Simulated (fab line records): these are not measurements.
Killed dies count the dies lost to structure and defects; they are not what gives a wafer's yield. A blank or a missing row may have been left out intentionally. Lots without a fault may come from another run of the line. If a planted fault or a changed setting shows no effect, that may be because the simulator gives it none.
A lot that was struck, set against a sound lot -- flow sky130 -- 44 steps out of a route of 708
Sound: wafers L283.3, L283.4, L283.6. Struck: wafers L288.3, L288.4, L288.5. At the end, the cause is stated.
At each step with rows: each side's tool, then ch and its chambers, then its first start. Under that, the readings that differ: sound wafers -- struck wafers -- difference of the means -- sigmas: that difference in standard deviations of wafers without a fault.
alike: words and numbers the same on both sides, and readings whose means are apart by under 2 such deviations; not compared: readings that were withheld, readings missing a value for some wafer, numbers with overlapping values and no deviation given by the record, and bounds like >300 which may hide the same value.
Wherever a step has rows on one side only, a row that says differs or no value, or a row with sigmas, the two part there. When numbers do not overlap yet have no deviation, they are printed without sigmas and do not part them. A reading that every wafer of one side lacks parts them only if that side has two wafers or more.

first, 5 steps without rows for these wafers: SKY_VIA2_ETCH_15 (etches SiO2 in C4F8/O2/Ar, stops on TiN, target depth 546 nm, time 84 s); SKY_VIA2_STRIP_16 (strips in O2/N2); SKY_VIA2_STRIP_17 (strips in post etch residue remover, time 1200 s); SKY_VIA2_CLEAN_18 (cleans in IPA, time 180 s); SKY_VIA2_CLEAN_19 (cleans in O3/DIW).
SKY_VIA2_SPUTTER_20: material TiN, target thk 20 nm, time 80 s.
  sound on pvd sputter-01, day 39 19:41; struck on pvd sputter-02, day 41 03:53
  alike: cathode dc power W, throttle valve pct
SKY_VIA2_CVD_21: deposits W, target thk 420 nm, time 126.4 s.
  sound on cvd w-02 ch 0,1, day 39 19:47; struck on cvd w-02 ch 0,1, day 41 03:59
  alike: heater power w, susceptor temp C
SKY_VIA2_RS_MEAS_22: measurement is done with a four-point probe.
  sound on film metro-04, day 39 19:55; struck on film metro-02, day 41 04:07
  alike: VIA2_W_RS
SKY_VIA2_THK_MEAS_23: measures by xrf.
  sound on film metro-04, day 39 20:01; struck on film metro-02, day 41 04:13
  alike: VIA2_W_THK
then, 2 steps without rows for these wafers: SKY_VIA2_CMP_24 (polishes, stops on SiO2, t overpolish 20 s, target thk 0 nm); SKY_METAL3_SPUTTER_00 (material Ti, target thk 15 nm, time 10 s).
SKY_METAL3_SPUTTER_01: material TiN, target thk 20 nm, time 16.7 s.
  sound on pvd sputter-01, day 39 20:23; struck on pvd sputter-01, day 41 04:34
  alike: cathode dc power W, throttle valve pct
SKY_METAL3_SPUTTER_02: material AlCu, target thk 735 nm, time 39.1 s.
  sound on pvd sputter-01, day 39 20:25; struck on pvd sputter-01, day 41 04:36
reading,sound,struck,difference,sigmas
cathode dc power W (W),10600 10600 10600,11414 11413 11413,+813,+99 or more
model.AlCu_of_METAL3_SPUTTER_02.thk nm (nm),748.6 736.9 743.4,803.4 795.3 791.6,+53.8,
  alike: throttle valve pct
then, 1 step without rows for these wafers: SKY_METAL3_SPUTTER_03 (material Ti, target thk 5 nm, time 3.3 s).
SKY_METAL3_SPUTTER_04: material TiN, target thk 70 nm, time 58.3 s.
  sound on pvd sputter-01, day 39 20:28; struck on pvd sputter-01, day 41 04:40
  alike: cathode dc power W, throttle valve pct
SKY_CAPM_CVD_00: deposits SiO2, target thk 15.5 nm.
  sound on pecvd-01 ch 0,1, day 39 20:31; struck on pecvd-04 ch 0,2, day 41 04:43
  alike: heater power w, susceptor temp C
SKY_CAPM_THK_MEAS_01:
  sound on film metro-02, day 39 20:34; struck on film metro-03, day 41 04:45
  alike: CAPM_CVD_00_THK
then, 1 step without rows for these wafers: SKY_CAPM_SPUTTER_02 (material TiN, target thk 200 nm, time 166.7 s).
SKY_CAPM_RS_MEAS_03: measurement is done with a four-point probe.
  sound on film metro-03, day 39 20:45; struck on film metro-03, day 41 04:56
  alike: CAPM_TIN_RS
SKY_CAPM_THK_MEAS_04: measures by xrf.
  sound on film metro-03, day 39 20:51; struck on film metro-03, day 41 05:02
  alike: CAPM_TIN_THK
then, 7 steps without rows for these wafers: SKY_CAPM_DEHYDRATE_05 (time 60 s); SKY_CAPM_HMDS_06 (prime time 60 s); SKY_CAPM_COAT_07 (resist thk 1140 nm); SKY_CAPM_SOFTBAKE_08 (time 60 s); SKY_CAPM_EXPOSE_09 (exposes mask CAPM, target cd 1000 nm); SKY_CAPM_PEB_10; SKY_CAPM_DEVELOP_11 (develop time 60 s).
SKY_CAPM_OVL_MEAS_12:
  sound on overlay-02, day 40 21:24; struck on overlay-02, day 42 04:23
reading,sound,struck,difference,sigmas
CAPM_OVL (nm),1.6 1.6 1.8,-4.0 -2.1 -3.5,-4.9,-2
then, 13 steps without rows for these wafers: SKY_CAPM_METAL_ETCH_13 (etches TiN in Cl2/BCl3, stops on SiO2, target depth 220 nm, time 62.9 s); SKY_CAPM_STRIP_14 (strips in O2/N2); SKY_CAPM_STRIP_15 (strips in post etch residue remover, time 1200 s); SKY_CAPM_CLEAN_16 (cleans in IPA, time 180 s); SKY_CAPM_CLEAN_17 (cleans in O3/DIW); SKY_METAL3_DEHYDRATE_05 (time 60 s); SKY_METAL3_HMDS_06 (prime time 60 s); SKY_METAL3_COAT_07 (resist thk 60 nm); SKY_METAL3_COAT_08 (resist thk 1130 nm); SKY_METAL3_SOFTBAKE_09 (time 90 s); SKY_METAL3_EXPOSE_10 (exposes mask MM3, target cd 300 nm); SKY_METAL3_PEB_11; SKY_METAL3_DEVELOP_12 (develop time 60 s).
SKY_METAL3_CD_MEAS_13: target cd 300 nm.
  sound on cd sem-02, day 41 21:58; struck on cd sem-02, day 43 04:52
  alike: cd nm
SKY_METAL3_METAL_ETCH_18: etches the open film in Cl2/BCl3, stops on SiO2, target depth 845 nm, time 183.1 s.
  sound on rie metal-01 ch 0,1, day 41 22:17; struck on rie metal-03 ch 0,1, day 43 05:12
reading,sound,struck,difference,sigmas
oes product au (a.u.),0.878 0.865 0.880,0.916 0.900 0.895,+0.029,+4
  alike: drypump motor current A, mfc cl2 sccm, throttle valve pct
  not compared: rf hours counter h
-- the record jumps here: 6 days lie between the struck wafers' starts before and after (it left off in module METAL3 and takes up again in module PAD_OPEN, whose first step shown is number 708 of the route) --
SKY_PAD_OPEN_PROBE_99:
  sound on prober-02, day 48 14:18; struck on prober-01, day 49 14:28
reading,sound,struck,difference,sigmas
model.etest.met3.line ohm um,0.1357 0.148 0.1457,0.1351 0.1293 0.1341,-0.0103,
model.etest.met3.rs ohm sq,0.04195 0.04305 0.04251,0.03941 0.03948 0.03961,-0.00300,
  alike: defect limited yield, killed_at_M0_to_M3, killed_at_M4_up, killed at contacts, killed at front end, killed at other, killed dies, killed on rim, killed open, killed short, sort_bin_3_pad_short, sort_bin_5_function, sort_bin_6_memory, sort n pass, sort yield pct

WHERE THEY PART
First at SKY_METAL3_SPUTTER_02; last, within this record, at SKY_METAL3_METAL_ETCH_18. Later steps at which nothing parts them and some readings are alike: SKY_PAD_OPEN_PROBE_99.

WHY: what the simulator had put in
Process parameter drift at SKY_METAL3_SPUTTER_02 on pvd sputter-01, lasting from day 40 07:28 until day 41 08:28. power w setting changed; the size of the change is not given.
